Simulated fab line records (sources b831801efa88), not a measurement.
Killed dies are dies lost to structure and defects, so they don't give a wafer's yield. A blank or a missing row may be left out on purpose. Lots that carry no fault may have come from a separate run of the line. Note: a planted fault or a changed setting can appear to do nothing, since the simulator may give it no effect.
What tool caused it? / flow sky130 / 11 lots with 33 wafers sampled at 4 steps, on a route of 708 steps

== WHAT EACH GAUGE READ, for each wafer ==
SKY_VT_ADJUST_HVTR_TW_MEAS_11.
lot=L235; measured=day 10 01:40; on=film-metro-02; VT_ADJUST_HVTR_TW=209.7 209.4 210.1
lot=L237; measured=day 10 12:03; on=film-metro-03; VT_ADJUST_HVTR_TW=211.4 211.3 210.6
lot=L238; measured=day 10 16:19; on=film-metro-01; VT_ADJUST_HVTR_TW=214.8 212.9 212.6
lot=L240; measured=day 11 02:56; on=film-metro-01; VT_ADJUST_HVTR_TW=213.6 213.0 212.8
lot=L241; measured=day 11 08:08; on=film-metro-03; VT_ADJUST_HVTR_TW=210.8 210.1 209.5
lot=L242; measured=day 11 20:49; on=film-metro-02; VT_ADJUST_HVTR_TW=210.7 209.5 209.6
lot=L243; measured=day 12 00:54; on=film-metro-03; VT_ADJUST_HVTR_TW=210.2 209.9 209.2
lot=L244; measured=day 12 05:58; on=film-metro-01; VT_ADJUST_HVTR_TW=213.6 213.0 213.9
lot=L246; measured=day 12 19:01; on=film-metro-01; VT_ADJUST_HVTR_TW=214.2 213.6 213.2
lot=L250; measured=day 13 23:11; on=film-metro-02; VT_ADJUST_HVTR_TW=208.0 208.9 208.3
lot=L254; measured=day 15 05:12; on=film-metro-02; VT_ADJUST_HVTR_TW=208.1 207.3 207.8

SKY_SONOS_ONO_THK_MEAS_03.
lot=L235; measured=day 12 04:18; on=film-metro-04; SONOS_ONO_CVD_02_THK (nm)=10.42 10.42 10.60
lot=L237; measured=day 12 18:23; on=film-metro-02; SONOS_ONO_CVD_02_THK (nm)=10.39 10.49 10.33
lot=L238; measured=day 12 22:26; on=film-metro-01; SONOS_ONO_CVD_02_THK (nm)=10.42 10.37 10.42
lot=L240; measured=day 13 07:25; on=film-metro-02; SONOS_ONO_CVD_02_THK (nm)=10.62 10.49 10.53
lot=L241; measured=day 13 12:55; on=film-metro-04; SONOS_ONO_CVD_02_THK (nm)=10.18 10.21 10.18
lot=L242; measured=day 14 06:55; on=film-metro-04; SONOS_ONO_CVD_02_THK (nm)=10.25 10.27 10.31
lot=L243; measured=day 14 11:29; on=film-metro-02; SONOS_ONO_CVD_02_THK (nm)=10.39 10.34 10.44
lot=L244; measured=day 14 15:46; on=film-metro-04; SONOS_ONO_CVD_02_THK (nm)=10.33 10.13 10.33
lot=L246; measured=day 15 05:20; on=film-metro-01; SONOS_ONO_CVD_02_THK (nm)=10.54 10.47 10.51
lot=L250; measured=day 16 11:57; on=film-metro-02; SONOS_ONO_CVD_02_THK (nm)=10.42 10.47 10.45
lot=L254; measured=day 17 17:01; on=film-metro-01; SONOS_ONO_CVD_02_THK (nm)=10.58 10.39 10.46

SKY_SONOS_ONO_THK_MEAS_05.
lot=L235; measured=day 12 05:37; on=film-metro-04; SONOS_ONO_CVD_04_THK (nm)=5.55 5.67 5.64
lot=L237; measured=day 12 19:41; on=film-metro-01; SONOS_ONO_CVD_04_THK (nm)=5.57 5.59 5.72
lot=L238; measured=day 12 23:44; on=film-metro-04; SONOS_ONO_CVD_04_THK (nm)=5.50 5.64 5.64
lot=L240; measured=day 13 08:43; on=film-metro-04; SONOS_ONO_CVD_04_THK (nm)=5.70 5.79 5.90
lot=L241; measured=day 13 14:13; on=film-metro-04; SONOS_ONO_CVD_04_THK (nm)=5.69 5.66 5.58
lot=L242; measured=day 14 08:14; on=film-metro-04; SONOS_ONO_CVD_04_THK (nm)=5.81 5.85 5.76
lot=L243; measured=day 14 12:48; on=film-metro-01; SONOS_ONO_CVD_04_THK (nm)=5.73 5.55 5.66
lot=L244; measured=day 14 17:04; on=film-metro-02; SONOS_ONO_CVD_04_THK (nm)=5.69 5.84 5.74
lot=L246; measured=day 15 06:39; on=film-metro-02; SONOS_ONO_CVD_04_THK (nm)=5.68 5.76 5.71
lot=L250; measured=day 16 14:28; on=film-metro-02; SONOS_ONO_CVD_04_THK (nm)=5.58 5.50 5.47
lot=L254; measured=day 17 18:19; on=film-metro-02; SONOS_ONO_CVD_04_THK (nm)=8.98 9.02 9.05

== WHAT TOOL EACH LOT RAN ON (gives the tool, then ch and the chambers of the sampled wafers, and finally the start) ==
lot=L235; SKY_SONOS_ONO_CVD_04=lpcvd-03 ch 1, day 12 04:21
lot=L237; SKY_SONOS_ONO_CVD_04=lpcvd-03 ch 0, day 12 18:26
lot=L238; SKY_SONOS_ONO_CVD_04=lpcvd-03 ch 0, day 12 22:29
lot=L240; SKY_SONOS_ONO_CVD_04=lpcvd-03 ch 0, day 13 07:26
lot=L241; SKY_SONOS_ONO_CVD_04=lpcvd-03 ch 0, day 13 12:57
lot=L242; SKY_SONOS_ONO_CVD_04=lpcvd-03 ch 1, day 14 06:59
lot=L243; SKY_SONOS_ONO_CVD_04=lpcvd-03 ch 0, day 14 11:33
lot=L244; SKY_SONOS_ONO_CVD_04=lpcvd-03 ch 0, day 14 15:48
lot=L246; SKY_SONOS_ONO_CVD_04=lpcvd-03 ch 1, day 15 05:24
lot=L250; SKY_SONOS_ONO_CVD_04=lpcvd-03 ch 1, day 16 13:11
lot=L254; SKY_SONOS_ONO_CVD_04=lpcvd-03 ch 0, day 17 17:04
- SKY_SONOS_ONO_CVD_04: deposits SiO2 from SiH4/N2O, target thk 5.7199 nm.

== WHAT THE TOOLS THEMSELVES READ (means of the sampled wafers that have a number; where no wafer has one, the mark that the record gives instead) ==
SKY_SONOS_ONO_CVD_04.
lot=L235; tool=lpcvd-03; spike-tc-bottom-C (C)=919.4; spike-tc-centre-C (C)=902.0; spike-tc-lower-C (C)=901.0; spike-tc-top-C (C)=910.3; spike-tc-upper-C (C)=900.2; susceptor-temp-C (C)=900.2; zone-power-bottom-pct (%)=28.6; zone-power-centre-pct (%)=18.57; zone-power-lower-pct (%)=15.9
lot=L237; tool=lpcvd-03; spike-tc-bottom-C (C)=916.7; spike-tc-centre-C (C)=902.6; spike-tc-lower-C (C)=900.1; spike-tc-top-C (C)=913.5; spike-tc-upper-C (C)=900.3; susceptor-temp-C (C)=900.1; zone-power-bottom-pct (%)=33.3; zone-power-centre-pct (%)=18.37; zone-power-lower-pct (%)=17.8
lot=L238; tool=lpcvd-03; spike-tc-bottom-C (C)=916.4; spike-tc-centre-C (C)=902.2; spike-tc-lower-C (C)=900.5; spike-tc-top-C (C)=913.7; spike-tc-upper-C (C)=900.1; susceptor-temp-C (C)=899.6; zone-power-bottom-pct (%)=33.0; zone-power-centre-pct (%)=18.22; zone-power-lower-pct (%)=17.9
lot=L240; tool=lpcvd-03; spike-tc-bottom-C (C)=916.2; spike-tc-centre-C (C)=901.8; spike-tc-lower-C (C)=900.4; spike-tc-top-C (C)=912.9; spike-tc-upper-C (C)=899.6; susceptor-temp-C (C)=899.4; zone-power-bottom-pct (%)=33.1; zone-power-centre-pct (%)=18.46; zone-power-lower-pct (%)=17.7
lot=L241; tool=lpcvd-03; spike-tc-bottom-C (C)=916.2; spike-tc-centre-C (C)=902.2; spike-tc-lower-C (C)=901.0; spike-tc-top-C (C)=913.3; spike-tc-upper-C (C)=898.6; susceptor-temp-C (C)=900.1; zone-power-bottom-pct (%)=33.2; zone-power-centre-pct (%)=18.32; zone-power-lower-pct (%)=17.8
lot=L242; tool=lpcvd-03; spike-tc-bottom-C (C)=919.1; spike-tc-centre-C (C)=901.4; spike-tc-lower-C (C)=900.8; spike-tc-top-C (C)=909.9; spike-tc-upper-C (C)=899.5; susceptor-temp-C (C)=900.5; zone-power-bottom-pct (%)=28.8; zone-power-centre-pct (%)=18.83; zone-power-lower-pct (%)=15.9
lot=L243; tool=lpcvd-03; spike-tc-bottom-C (C)=915.7; spike-tc-centre-C (C)=901.7; spike-tc-lower-C (C)=899.8; spike-tc-top-C (C)=911.7; spike-tc-upper-C (C)=899.6; susceptor-temp-C (C)=899.9; zone-power-bottom-pct (%)=33.3; zone-power-centre-pct (%)=18.46; zone-power-lower-pct (%)=17.7
lot=L244; tool=lpcvd-03; spike-tc-bottom-C (C)=915.8; spike-tc-centre-C (C)=901.2; spike-tc-lower-C (C)=900.0; spike-tc-top-C (C)=912.0; spike-tc-upper-C (C)=900.2; susceptor-temp-C (C)=900.3; zone-power-bottom-pct (%)=33.5; zone-power-centre-pct (%)=18.51; zone-power-lower-pct (%)=18.0
lot=L246; tool=lpcvd-03; spike-tc-bottom-C (C)=919.8; spike-tc-centre-C (C)=901.5; spike-tc-lower-C (C)=901.1; spike-tc-top-C (C)=909.2; spike-tc-upper-C (C)=899.7; susceptor-temp-C (C)=900.0; zone-power-bottom-pct (%)=28.5; zone-power-centre-pct (%)=18.74; zone-power-lower-pct (%)=15.8
lot=L250; tool=lpcvd-03; spike-tc-bottom-C (C)=920.6; spike-tc-centre-C (C)=900.7; spike-tc-lower-C (C)=901.1; spike-tc-top-C (C)=909.6; spike-tc-upper-C (C)=900.1; susceptor-temp-C (C)=900.4; zone-power-bottom-pct (%)=28.6; zone-power-centre-pct (%)=18.76; zone-power-lower-pct (%)=16.0
lot=L254; tool=lpcvd-03; spike-tc-bottom-C (C)=968.1; spike-tc-centre-C (C)=952.5; spike-tc-lower-C (C)=951.0; spike-tc-top-C (C)=963.9; spike-tc-upper-C (C)=950.3; susceptor-temp-C (C)=951.0; zone-power-bottom-pct (%)=38.2; zone-power-centre-pct (%)=20.93; zone-power-lower-pct (%)=20.1

== THE ANSWER, worked out from the rows above alone ==
Rule: usual is defined by the lots themselves. Put in order of their means at a reading, lots are off if they are a third of the lots or fewer, leave a main group of 4 or more, and stand apart from it by a gap of 3 or more times the standard deviation of the main group's means; of several such gaps the widest counts. The tables above print the reading to a certain number of digits; a main group whose means all agree to those digits is not used. Also off: a lot with no number at a reading for which 4 or more lots have one. All remaining lots with rows at the step are treated as sound. After the gauges, taken in route order, come the tools' own readings; for these a lot's mean is taken, as printed above. At the first step where some lot is off, the reading lying furthest off is the one used; lots without a number count as furthest.
Off: L254, seen at SKY_SONOS_ONO_THK_MEAS_05 (SONOS_ONO_CVD_04_THK). Mean 5.67 nm and standard deviation 0.089 in the main group.
If a tool, at a process step before that reading, ran all the lots that are off and no sound lot after the first of them, it fits. The gauges at SKY_SONOS_ONO_THK_MEAS_05 aren't tried: what is off there is off at SKY_SONOS_ONO_CVD_04 too, on other tools, and a gauge's error can't cause that. One candidate fits, namely lpcvd-03 at SKY_SONOS_ONO_CVD_04. A fault onset in the window from L250 (day 16 13:11, its last sound lot) to L254 (day 17 17:04, its first lot off) fits.
The tool's own readings at SKY_SONOS_ONO_CVD_04 bear it out: on the lots that are off they differ by more than 5 times the standard deviation of the sound lots' means. spike-tc-bottom-C reads 968.1 C there against 917.6 C on the sound lots; spike-tc-centre-C reads 952.5 C there against 901.7 C on the sound lots; spike-tc-lower-C reads 951.0 C there against 900.6 C on the sound lots; spike-tc-top-C reads 963.9 C there against 911.6 C on the sound lots; spike-tc-upper-C reads 950.3 C there against 899.8 C on the sound lots; susceptor-temp-C reads 951.0 C there against 900.0 C on the sound lots; zone-power-centre-pct reads 20.93 % there against 18.52 % on the sound lots.

== WHAT WAS PUT IN BY THE SIMULATOR ==
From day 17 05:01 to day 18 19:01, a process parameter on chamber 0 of lpcvd-03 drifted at SKY_SONOS_ONO_CVD_04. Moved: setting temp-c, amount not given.
Shown lots that were struck: L254. Same finding as the rule above.
